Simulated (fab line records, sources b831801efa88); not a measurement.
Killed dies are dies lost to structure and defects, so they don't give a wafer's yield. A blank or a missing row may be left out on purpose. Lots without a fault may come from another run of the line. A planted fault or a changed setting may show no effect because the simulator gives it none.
Which tool did it? | flow sfq_line | 14 lots, 42 wafers sampled, at 3 steps of a route of 325

WHAT THE GAUGES READ, wafer by wafer
SFQ_M4_OVL_MEAS_926.
lot  | measured     | on         | M4_OVL (nm)
L885 | day 45 00:37 | overlay-02 | -11 -11 -9
L886 | day 45 06:36 | overlay-01 | -7 4 -1
L887 | day 45 11:24 | overlay-01 | 3 2 4
L888 | day 46 00:37 | overlay-01 | -3 -9 -9
L890 | day 48 01:58 | overlay-02 | 0 -6 -3
L894 | day 49 01:57 | overlay-02 | -4 -5 -9
L895 | day 53 11:03 | overlay-01 | 6 5 6
L900 | day 56 11:35 | overlay-01 | -1 -1 7
L901 | day 56 15:54 | overlay-02 | -3 -12 -11
L903 | day 56 20:41 | overlay-01 | -8 0 0
L904 | day 57 01:29 | overlay-02 | -17 -14 -13
L906 | day 57 15:54 | overlay-01 | -7 1 -5
L907 | day 58 03:31 | overlay-02 | -8 -5 -7
L908 | day 59 03:31 | overlay-02 | 2 -7 -9

SFQ_M5_OVL_MEAS_932.
lot  | measured     | on         | M5_OVL (nm)
L885 | day 52 08:35 | overlay-02 | -5 2 -2
L886 | day 52 09:46 | overlay-02 | -2 2 5
L887 | day 52 10:58 | overlay-02 | 8 -3 -3
L888 | day 52 12:11 | overlay-02 | -1 -2 -5
L890 | day 54 20:26 | overlay-02 | 0 -2 -1
L894 | day 55 18:50 | overlay-02 | 131 140 136
L895 | day 55 20:02 | overlay-02 | 147 148 144
L900 | day 62 04:22 | overlay-01 | 3 -3 -4
L901 | day 62 05:34 | overlay-01 | 1 -4 -4
L903 | day 62 07:58 | overlay-01 | 6 3 5
L904 | day 62 09:10 | overlay-01 | 4 6 5
L906 | day 67 09:05 | overlay-01 | 5 -3 -3
L907 | day 67 14:17 | overlay-01 | -5 0 -1
L908 | day 68 13:06 | overlay-01 | -5 3 4

WHICH TOOL RAN EACH LOT (tool, then ch and the chambers of the sampled wafers, then the start)
lot  | SFQ_TRILAYER_M5_LITHO_EXPOSE_124
L885 | krf_scanner-01 ch 0, day 52 07:16
L886 | krf_scanner-01 ch 0, day 52 08:16
L887 | krf_scanner-01 ch 0, day 52 09:28
L888 | krf_scanner-01 ch 0, day 52 10:52
L890 | krf_scanner-02 ch 0, day 54 19:08
L894 | krf_scanner-01 ch 0, day 55 17:20
L895 | krf_scanner-01 ch 0, day 55 18:32
L900 | krf_scanner-02 ch 0, day 62 03:16
L901 | krf_scanner-02 ch 0, day 62 04:16
L903 | krf_scanner-02 ch 0, day 62 06:28
L904 | krf_scanner-02 ch 0, day 62 07:40
L906 | krf_scanner-02 ch 0, day 67 07:47
L907 | krf_scanner-02 ch 0, day 67 12:47
L908 | krf_scanner-02 ch 0, day 68 11:59
- SFQ_TRILAYER_M5_LITHO_EXPOSE_124: exposes mask M5, target cd 700 nm.

WHAT THE TOOLS THEMSELVES READ (means of the sampled wafers that have a number; where no wafer has one, the mark that the record gives instead)
SFQ_TRILAYER_M5_LITHO_EXPOSE_124.
lot  | tool           | stage_vel_mm_s (mm/s)
L885 | krf_scanner-01 | 499.96
L886 | krf_scanner-01 | 499.98
L887 | krf_scanner-01 | 499.91
L888 | krf_scanner-01 | 499.97
L890 | krf_scanner-02 | 499.86
L894 | krf_scanner-01 | 500.11
L895 | krf_scanner-01 | 499.89
L900 | krf_scanner-02 | 500.14
L901 | krf_scanner-02 | 500.07
L903 | krf_scanner-02 | 500.25
L904 | krf_scanner-02 | 500.11
L906 | krf_scanner-02 | 500.14
L907 | krf_scanner-02 | 499.83
L908 | krf_scanner-02 | 500.20

THE ANSWER, worked out from the rows above alone
Rule: what is usual is taken from the lots themselves. Put in order of their means at a reading, lots are off if they are a third of the lots or fewer, leave a main group of 4 or more, and stand apart from it by a gap of 3 or more times the standard deviation of the main group's means; of several such gaps the widest counts. A main group whose means are all the same, to the digits that the tables above print for the reading, isn't used. A lot without any number at a reading at which 4 lots or more have one is off too. The other lots that the step has rows for count as sound. The gauges are gone through in route order, then the tools' own readings, and for those a lot's mean is taken as printed above. The first step at which some lot is off is used, and at that step the reading that is off furthest; a lot without a number counts as furthest.
Off: L894, L895, at SFQ_M5_OVL_MEAS_932 (M5_OVL). The main group: mean 0 nm, standard deviation 2.5.
A tool fits if, at a process step before that reading, it ran every lot that is off, and no sound lot after the first of them. The gauges at SFQ_M5_OVL_MEAS_932 are tried like those tools. Can't be told from this: 2 tools fit, krf_scanner-01 at SFQ_TRILAYER_M5_LITHO_EXPOSE_124, overlay-02 at SFQ_M5_OVL_MEAS_932.

WHAT THE SIMULATOR HAD PUT IN
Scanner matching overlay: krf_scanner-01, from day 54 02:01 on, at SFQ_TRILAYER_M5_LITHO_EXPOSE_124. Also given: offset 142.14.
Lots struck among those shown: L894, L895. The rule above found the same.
